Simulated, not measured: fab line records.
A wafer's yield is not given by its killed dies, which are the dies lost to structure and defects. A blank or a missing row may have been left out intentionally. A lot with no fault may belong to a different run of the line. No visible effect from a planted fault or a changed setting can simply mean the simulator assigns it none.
Shared-tool check + flow gf180mcu + 12 lots, 42 wafers sampled

WHY IT WAS OPENED
2 of 12 lots carry a flag on the reading NWELL_RS at GF_VT_IMPLANT_RS_MEAS_47. Fault-free wafers read 490.1 ohm/sq, with a standard deviation of 1.
Rule: a lot is flagged in two cases, either no wafer of it has a number, or all its wafers with numbers fall more than 4 standard deviations from that mean. The rest of the lots are taken to be sound.

| lot  | measured     | on           | NWELL_RS (ohm/sq), wafer by wafer   | flag    |
|------|--------------|--------------|-------------------------------------|---------|
| L799 | day 8 11:59  | filmMetro-04 | 489.7 490.7 490.4                   |         |
| L800 | day 8 23:27  | filmMetro-04 | 490.2 490.2 489.0                   |         |
| L801 | day 9 01:19  | filmMetro-01 | 490.1 489.1 489.8                   |         |
| L802 | day 9 10:04  | filmMetro-03 | 490.0 489.1 489.8                   |         |
| L803 | day 9 14:12  | filmMetro-03 | 490.6 490.6 492.5                   |         |
| L809 | day 11 03:52 | filmMetro-04 | 501.4 501.5 500.6 501.8 501.4 501.0 | FLAGGED |
| L810 | day 11 11:44 | filmMetro-03 | 490.8 489.8 489.4                   |         |
| L812 | day 11 23:11 | filmMetro-03 | 501.2 502.3 501.5 501.6 501.8 501.0 | FLAGGED |
| L815 | day 12 20:47 | filmMetro-03 | 489.5 490.3 489.9                   |         |
| L817 | day 13 09:59 | filmMetro-04 | 491.8 491.7 491.6                   |         |
| L819 | day 14 01:43 | filmMetro-01 | 490.0 491.8 490.6                   |         |
| L820 | day 14 10:17 | filmMetro-03 | 491.8 490.7 489.5                   |         |
On average the flagged lots' numbers are 501.4 ohm/sq, which is +11.3 ohm/sq against the usual, or +11 standard deviations.

EACH LOT AND THE TOOL IT RAN ON
The record holds 2 process steps before the reading, out of a route of 602 steps. Every cell lists first the tool, next ch and the chambers used by the sampled wafers, and last the start.
| lot  | flag    | GF_DNWELL_STRIP_08                 | GF_NWELL_IMPLANT_08            |
|------|---------|------------------------------------|--------------------------------|
| L799 |         | plasmaAsher-01 ch 0,1, day 3 08:28 | implanter-01 ch 0, day 3 22:28 |
| L800 |         | plasmaAsher-04 ch 0,1, day 3 17:13 | implanter-01 ch 0, day 4 06:54 |
| L801 |         | plasmaAsher-01 ch 0,1, day 3 18:26 | implanter-03 ch 0, day 4 08:34 |
| L802 |         | plasmaAsher-01 ch 0,1, day 4 00:52 | implanter-01 ch 0, day 4 15:06 |
| L803 |         | plasmaAsher-01 ch 0,1, day 4 04:40 | implanter-01 ch 0, day 4 19:12 |
| L809 | FLAGGED | plasmaAsher-04 ch 0,1, day 5 10:41 | implanter-01 ch 0, day 6 01:52 |
| L810 |         | plasmaAsher-04 ch 0,1, day 5 17:16 | implanter-04 ch 0, day 6 08:36 |
| L812 | FLAGGED | plasmaAsher-01 ch 0,1, day 6 02:19 | implanter-01 ch 0, day 6 17:31 |
| L815 |         | plasmaAsher-04 ch 0,1, day 6 20:10 | implanter-03 ch 0, day 7 12:31 |
| L817 |         | plasmaAsher-01 ch 0,1, day 7 06:13 | implanter-04 ch 0, day 7 22:42 |
| L819 |         | plasmaAsher-04 ch 0,1, day 7 17:22 | implanter-04 ch 0, day 8 09:50 |
| L820 |         | plasmaAsher-01 ch 0,1, day 7 23:01 | implanter-03 ch 0, day 8 16:16 |
These steps, and what they do:
- GF_DNWELL_STRIP_08: strips in O2/N2.
- GF_NWELL_IMPLANT_08
- GF_VT_IMPLANT_RS_MEAS_47: measures by four-point-probe.

FLAGGED OVER TOTAL, TOOL BY TOOL (the gauges that took the reading come last)
| step                     | tool           | lots run | flagged | share of the flagged lots | sound lots run after its first flagged lot |
|--------------------------|----------------|----------|---------|---------------------------|--------------------------------------------|
| GF_DNWELL_STRIP_08       | plasmaAsher-01 | 7        | 1       | some                      | 2 (L817,L820)                              |
| GF_DNWELL_STRIP_08       | plasmaAsher-04 | 5        | 1       | some                      | 3 (L810,L815,L819)                         |
| GF_NWELL_IMPLANT_08      | implanter-01   | 6        | 2       | all                       | 0                                          |
| GF_NWELL_IMPLANT_08      | implanter-03   | 3        | 0       | none                      | -                                          |
| GF_NWELL_IMPLANT_08      | implanter-04   | 3        | 0       | none                      | -                                          |
| GF_VT_IMPLANT_RS_MEAS_47 | filmMetro-01   | 2        | 0       | none                      | -                                          |
| GF_VT_IMPLANT_RS_MEAS_47 | filmMetro-03   | 6        | 1       | some                      | 2 (L815,L820)                              |
| GF_VT_IMPLANT_RS_MEAS_47 | filmMetro-04   | 4        | 1       | some                      | 1 (L817)                                   |

THE TABLE: WHAT IT ALLOWS
Rows of the table that ran each flagged lot: 1, that is implanter-01 at GF_NWELL_IMPLANT_08.
- implanter-01 at GF_NWELL_IMPLANT_08 ran 6 lots, 2 of them flagged. Last sound lot L803 at day 4 19:12, first flagged lot L809 at day 6 01:52; a fault beginning in between fits. Its own readings (beamEnergyKeV) fall more than 4 standard deviations out on all wafers of the flagged lots.
implanter-01 at GF_NWELL_IMPLANT_08 is the single tool remaining.

WHAT THE SIMULATOR HAD PUT IN
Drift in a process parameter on implanter-01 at GF_NWELL_IMPLANT_08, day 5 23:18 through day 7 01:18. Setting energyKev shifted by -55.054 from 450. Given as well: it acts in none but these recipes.
Shown lots that were struck: L809, L812. The rule above reached the same finding.
